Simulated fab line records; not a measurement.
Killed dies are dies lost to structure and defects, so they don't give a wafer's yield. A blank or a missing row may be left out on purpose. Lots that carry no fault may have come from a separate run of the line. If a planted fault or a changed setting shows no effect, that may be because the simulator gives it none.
The tool behind it: which one? || flow sky130 || 13 lots, 39 wafers sampled, at 2 steps of a route of 708

WHAT THE GAUGES SHOWED, per wafer
SKY_VIA4_OVL_MEAS_11.
{"lot": "L224", "measured": "day 42 23:47", "on": "overlay-02", "VIA4_OVL (nm)": "1.2 2.4 2.2"}
{"lot": "L223", "measured": "day 42 23:51", "on": "overlay-01", "VIA4_OVL (nm)": "3.0 0.3 2.5"}
{"lot": "L225", "measured": "day 43 04:45", "on": "overlay-01", "VIA4_OVL (nm)": "-2.5 0.0 0.0"}
{"lot": "L227", "measured": "day 44 01:11", "on": "overlay-01", "VIA4_OVL (nm)": "0.0 0.0 0.6"}
{"lot": "L228", "measured": "day 44 02:40", "on": "overlay-01", "VIA4_OVL (nm)": "0.1 1.9 -0.6"}
{"lot": "L229", "measured": "day 44 10:29", "on": "overlay-01", "VIA4_OVL (nm)": "0.4 2.7 2.3"}
{"lot": "L238", "measured": "day 46 21:30", "on": "overlay-02", "VIA4_OVL (nm)": "0.9 0.8 1.1"}
{"lot": "L240", "measured": "day 47 18:59", "on": "overlay-01", "VIA4_OVL (nm)": "-0.3 0.9 0.3"}
{"lot": "L239", "measured": "day 47 19:46", "on": "overlay-01", "VIA4_OVL (nm)": "-0.3 -0.9 -0.3"}
{"lot": "L242", "measured": "day 47 23:10", "on": "overlay-01", "VIA4_OVL (nm)": "-1.0 -0.8 -0.9"}
{"lot": "L241", "measured": "day 48 02:45", "on": "overlay-02", "VIA4_OVL (nm)": "2.0 1.2 0.8"}
{"lot": "L244", "measured": "day 48 04:25", "on": "overlay-01", "VIA4_OVL (nm)": "1.2 0.6 0.6"}
{"lot": "L246", "measured": "day 48 17:58", "on": "overlay-02", "VIA4_OVL (nm)": "0.3 -0.6 -0.9"}

SKY_VIA4_THK_MEAS_20: measures by xrf.
{"lot": "L224", "measured": "day 43 00:49", "on": "film metro-04", "VIA4_W_THK (nm)": "497 486 491"}
{"lot": "L223", "measured": "day 43 01:00", "on": "film metro-04", "VIA4_W_THK (nm)": "488 480 496"}
{"lot": "L225", "measured": "day 43 05:47", "on": "film metro-03", "VIA4_W_THK (nm)": "491 477 483"}
{"lot": "L227", "measured": "day 44 02:16", "on": "film metro-04", "VIA4_W_THK (nm)": "496 494 493"}
{"lot": "L228", "measured": "day 44 03:49", "on": "film metro-03", "VIA4_W_THK (nm)": "486 499 484"}
{"lot": "L229", "measured": "day 44 11:32", "on": "film metro-03", "VIA4_W_THK (nm)": "495 485 496"}
{"lot": "L238", "measured": "day 46 22:32", "on": "film metro-03", "VIA4_W_THK (nm)": "488 492 489"}
{"lot": "L240", "measured": "day 47 20:02", "on": "film metro-03", "VIA4_W_THK (nm)": "487 479 490"}
{"lot": "L239", "measured": "day 47 20:49", "on": "film metro-03", "VIA4_W_THK (nm)": "496 503 490"}
{"lot": "L242", "measured": "day 48 00:12", "on": "film metro-01", "VIA4_W_THK (nm)": "484 479 481"}
{"lot": "L241", "measured": "day 48 03:52", "on": "film metro-04", "VIA4_W_THK (nm)": "487 494 493"}
{"lot": "L244", "measured": "day 48 05:29", "on": "film metro-03", "VIA4_W_THK (nm)": "495 498 492"}
{"lot": "L246", "measured": "day 48 19:03", "on": "film metro-01", "VIA4_W_THK (nm)": "486 489 483"}

WHAT TOOL EACH LOT RAN ON (gives the tool, then ch and the chambers of the sampled wafers, and finally the start)
Before these readings, the record contains no process step.

AS READ BY THE TOOLS THEMSELVES (means over the sampled wafers that have a number; for cases with no such wafer, the mark the record gives instead)
The record holds no such reading with a usual standard deviation.

THE ANSWER, worked out from the rows above alone
Rule: what is usual is taken from the lots themselves. The widest of any qualifying gaps counts: lots, ordered by their means at a reading, are off when they make up no more than a third of the lots, leave a main group of 4 or more, and stand apart from it by 3 or more times the standard deviation of that group's means. A main group whose means are all the same, to the digits that the tables above print for the reading, isn't used. Also off: a lot with no number at a reading for which 4 or more lots have one. All remaining lots with rows at the step are treated as sound. After the gauges, taken in route order, come the tools' own readings; for these a lot's mean is taken, as printed above. At the first step where some lot is off, the reading lying furthest off is the one used; lots without a number count as furthest.
None of the lots is off at any reading shown; this tells nothing.

WHAT WAS PUT IN BY THE SIMULATOR
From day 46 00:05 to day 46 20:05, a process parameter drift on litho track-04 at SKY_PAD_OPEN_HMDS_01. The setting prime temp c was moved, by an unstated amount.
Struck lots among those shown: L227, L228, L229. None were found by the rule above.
